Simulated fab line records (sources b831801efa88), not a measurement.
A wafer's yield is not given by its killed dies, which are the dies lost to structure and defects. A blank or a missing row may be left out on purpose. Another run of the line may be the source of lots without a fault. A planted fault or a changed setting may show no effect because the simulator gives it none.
Matching of chambers + flow gf180mcu + GF_POLY_GATE_ETCH_13 on rie si-02 has 4 sister chambers
The step etches poly-Si in HBr/Cl2, stops on SiO2, target depth 198.5 nm, time 69.6 s. 4 wafers are shown with their chamber, then 8 later ones without.

== WAFERS, EACH WITH ITS CHAMBER ==
| wafer  | chamber | drypump motor current A (A) |
|--------|---------|-----------------------------|
| L302.2 | 1       | 6.2                         |
| L305.2 | 2       | 5.5                         |
| L306.5 | 0       | 5.7                         |
| L319.2 | 3       | 5.7                         |

== WAFERS WITHOUT THEIR CHAMBER ==
| wafer  | drypump motor current A (A) |
|--------|-----------------------------|
| L319.4 | 5.7                         |
| L319.5 | 5.5                         |
| L320.1 | 5.7                         |
| L320.2 | 5.7                         |
| L320.4 | 5.5                         |
| L322.1 | 5.6                         |
| L322.4 | 5.7                         |
| L322.6 | 5.5                         |

== WHICH CHAMBER EACH ONE RAN IN ==
| wafer  | from the rows above          | in truth |
|--------|------------------------------|----------|
| L319.4 | can't be placed: 0 or 3      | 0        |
| L319.5 | 2                            | 2        |
| L320.1 | can't be placed: 0 or 3      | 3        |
| L320.2 | can't be placed: 0 or 3      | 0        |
| L320.4 | 2                            | 2        |
| L322.1 | can't be placed: 2 or 0 or 3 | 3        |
| L322.4 | can't be placed: 0 or 3      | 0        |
| L322.6 | 2                            | 2        |
Correctly placed: 3 of 8. Can't be placed from these rows: 5 (the true chamber is among the candidates in 5). 0 placed wrongly.
How it was worked out, from the rows above alone: a wafer's distance from a chamber is the root of the sum, over the readings, of the square of ((its reading less the chamber's mean) divided by the reading's scatter). The wafer belongs to the nearest chamber; if the next one is less than 2 further off, it can't be placed. A chamber's mean is the mean of its shown wafers. The scatter: with one shown wafer a chamber, the root of the mean of the squares of how far each hidden wafer lies from its nearest shown one.
